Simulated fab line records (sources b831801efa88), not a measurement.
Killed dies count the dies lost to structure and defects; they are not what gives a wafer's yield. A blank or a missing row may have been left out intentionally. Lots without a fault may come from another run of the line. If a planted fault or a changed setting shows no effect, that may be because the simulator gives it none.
Struck lot and sound lot, side by side	flow gf180mcu	16 out of 602 route steps
Sound: these wafers, L625.1, L625.2, L625.6. Struck: wafers L621.2, L621.3, L621.6. The cause is given at the end.
At each step with rows: each side's tool, then ch and its chambers, then its first start. Under that, the readings that differ: sound wafers	struck wafers	difference of the means	sigmas: that difference in standard deviations of wafers without a fault.
alike: readings whose means differ by less than 2 such deviations, and words and numbers that are the same on both sides. not compared: withheld readings, readings that some wafer has no value for, bounds like >300 that may hide the same value, and numbers for which the record gives no deviation and whose values overlap.
A row with sigmas, a row that says differs or no value, or rows on one side alone: a step with any of these is where the two part. Non-overlapping numbers with no deviation appear without sigmas and do not part them. Lack of a reading on every wafer of one side parts them only where that side has two or more wafers.

first, 5 steps without rows for these wafers: GF_SAB_COAT_04 (resist thk 1000 nm); GF_SAB_SOFTBAKE_05 (time 60 s); GF_SAB_EXPOSE_06 (exposes mask SAB, target cd 420 nm); GF_SAB_PEB_07; GF_SAB_DEVELOP_08 (develop time 60 s).
GF_SAB_CD_MEAS_09: target cd 420 nm.
  sound: cdSem-02 at day 21 22:53; struck: cdSem-02 at day 20 16:37
  alike: cdNm
GF_SAB_OVL_MEAS_10:
  sound: overlay-01 at day 21 23:01; struck: overlay-02 at day 20 16:43
  alike: SAB_OVL
GF_SAB_ETCH_11: etches SiO2 in C4F8/O2/Ar, target depth 55 nm, time 8.5 s.
  sound on rieDiel-02 ch 0,2, day 21 23:03; struck on rieDiel-02 ch 1,2,3, day 20 16:45
  alike: oesProductAu
then, 1 step without rows for these wafers: GF_SAB_WET_ETCH_12 (etches SiO2 in dHF, target depth 22 nm, time 440 s).
GF_SAB_STRIP_13: strips in O2/N2.
  sound on plasmaAsher-01 ch 0,1, day 21 23:12; struck on plasmaAsher-01 ch 0,1, day 20 16:55
  alike: drypumpMotorCurrentA, heaterPowerW, oesProductAu, stripTimeToEndpointS
  not compared: rfHoursCounterH
then, 2 steps without rows for these wafers: GF_SALICIDE_CLEAN_00 (cleans in SC1/SC2, time 150 s); GF_SALICIDE_WET_ETCH_01 (etches SiO2 in dHF, target depth 5 nm, time 100 s).
GF_SALICIDE_SPUTTER_02: material Co, target thk 10 nm, time 20 s.
  sound: pvdSputter-01 at day 21 23:23; struck: pvdSputter-03 at day 20 17:06
  no value came back on the struck wafers for cathodeDcPowerW (W), chamberPressurePa (Pa), throttleValvePct (%), timeS (s); on the sound wafers cathodeDcPowerW (W) reads 999.99 1000.3 1000.3
GF_SALICIDE_SPUTTER_03: material TiN, target thk 20 nm, time 16.7 s.
  sound: pvdSputter-01 at day 21 23:25; struck: pvdSputter-03 at day 20 17:07
  alike: cathodeDcPowerW, chamberPressurePa, throttleValvePct
GF_SALICIDE_RS_MEAS_04: uses a four-point probe to measure.
  sound: filmMetro-04 at day 21 23:26; struck: filmMetro-02 at day 20 17:28
reading	sound	struck	difference	sigmas
SALICIDE_TIN_RS (ohm/sq)	15.99 16.41 16.43	59.01 59.09 59.08	+42.78	+99 or more
  not compared: hold
GF_PASSIVATION_PROBE_99:
  sound wafers here have rows in the record (prober-01, day 34 04:30); struck ones have none

== WHERE THEY PART ==
First at GF_SALICIDE_SPUTTER_02; last, within this record, at GF_PASSIVATION_PROBE_99.

WHY: what the simulator had put in
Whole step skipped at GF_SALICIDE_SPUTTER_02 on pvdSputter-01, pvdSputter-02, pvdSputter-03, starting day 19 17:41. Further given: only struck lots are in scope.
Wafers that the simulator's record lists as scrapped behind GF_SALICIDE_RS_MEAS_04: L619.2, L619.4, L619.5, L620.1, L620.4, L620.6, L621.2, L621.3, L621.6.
